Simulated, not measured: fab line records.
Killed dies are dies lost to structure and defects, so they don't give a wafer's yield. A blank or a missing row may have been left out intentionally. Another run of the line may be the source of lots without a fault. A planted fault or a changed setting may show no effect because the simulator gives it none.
Chamber matching + flow sky130 + SKY_CONTACT_CMP_04 on cmp-01 has 4 sister chambers
The step polishes SiO2. 20 wafers are shown with their chamber, then 10 later ones without.

## WAFERS WITH THEIR CHAMBER
| wafer  | chamber | motor current A (A) | time to endpoint s (s) |
|--------|---------|---------------------|------------------------|
| L074.2 | 1       | 12.0                | 85                     |
| L074.4 | 2       | 11.2                | 83                     |
| L074.6 | 0       | 13.9                | 85                     |
| L075.2 | 1       | 12.0                | 84                     |
| L075.4 | 2       | 11.0                | 81                     |
| L075.6 | 0       | 14.1                | 82                     |
| L078.1 | 3       | 10.9                | 82                     |
| L078.4 | 2       | 11.1                | 76                     |
| L078.6 | 1       | 11.5                | 79                     |
| L080.1 | 2       | 11.2                | 80                     |
| L080.4 | 1       | 11.2                | 83                     |
| L080.5 | 2       | 11.0                | 78                     |
| L081.3 | 1       | 11.9                | 86                     |
| L081.5 | 2       | 11.0                | 85                     |
| L081.6 | 3       | 11.6                | 85                     |
| L082.1 | 3       | 11.0                | 83                     |
| L082.2 | 0       | 14.1                | 82                     |
| L082.4 | 1       | 11.5                | 79                     |
| L088.3 | 0       | 13.1                | 87                     |
| L088.4 | 2       | 10.6                | 81                     |

SIGNATURES, as means of the wafers listed above
| reading            | chamber 0 | chamber 1 | chamber 2 | chamber 3 | scatter within a chamber |
|--------------------|-----------|-----------|-----------|-----------|--------------------------|
| motor current A    | 13.800    | 11.683    | 11.014    | 11.167    | 0.332                    |
| time to endpoint s | 84.00     | 82.67     | 80.57     | 83.33     | 2.76                     |
Rule: for a wafer and a chamber, the distance is found by dividing, reading by reading, the gap between the wafer's reading and the chamber's mean by the reading's scatter, squaring, summing and taking the root. The wafer belongs to the nearest chamber; if the next one is less than 2 further off, it can't be placed. How the scatter is found: for the shown wafers, subtract from each reading the mean of its chamber, square and add these, divide the total by (wafers less chambers), then take the root.

## WAFERS MISSING THEIR CHAMBER
| wafer  | motor current A (A) | time to endpoint s (s) |
|--------|---------------------|------------------------|
| L088.6 | 14.1                | 83                     |
| L091.1 | 11.6                | 87                     |
| L091.2 | 11.1                | 92                     |
| L091.6 | 11.5                | 92                     |
| L092.1 | 11.3                | 87                     |
| L092.3 | 10.8                | 88                     |
| L092.6 | 11.3                | 90                     |
| L095.3 | 11.5                | 82                     |
| L095.4 | 13.6                | 86                     |
| L095.5 | 14.0                | 85                     |

## CHAMBER TAKEN BY EACH
| wafer  | from the rows above          | in truth |
|--------|------------------------------|----------|
| L088.6 | 0                            | 0        |
| L091.1 | can't be placed: 1 or 3 or 2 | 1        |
| L091.2 | can't be placed: 3 or 1 or 2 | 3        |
| L091.6 | can't be placed: 3 or 1 or 2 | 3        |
| L092.1 | can't be placed: 3 or 1 or 2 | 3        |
| L092.3 | can't be placed: 3 or 2 or 1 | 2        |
| L092.6 | can't be placed: 3 or 1 or 2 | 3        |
| L095.3 | can't be placed: 1 or 3 or 2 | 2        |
| L095.4 | 0                            | 0        |
| L095.5 | 0                            | 0        |
3 of 10 placed correctly. From these rows, 7 cannot be placed; in 7 the true chamber is one of the candidates. 0 placed wrongly.
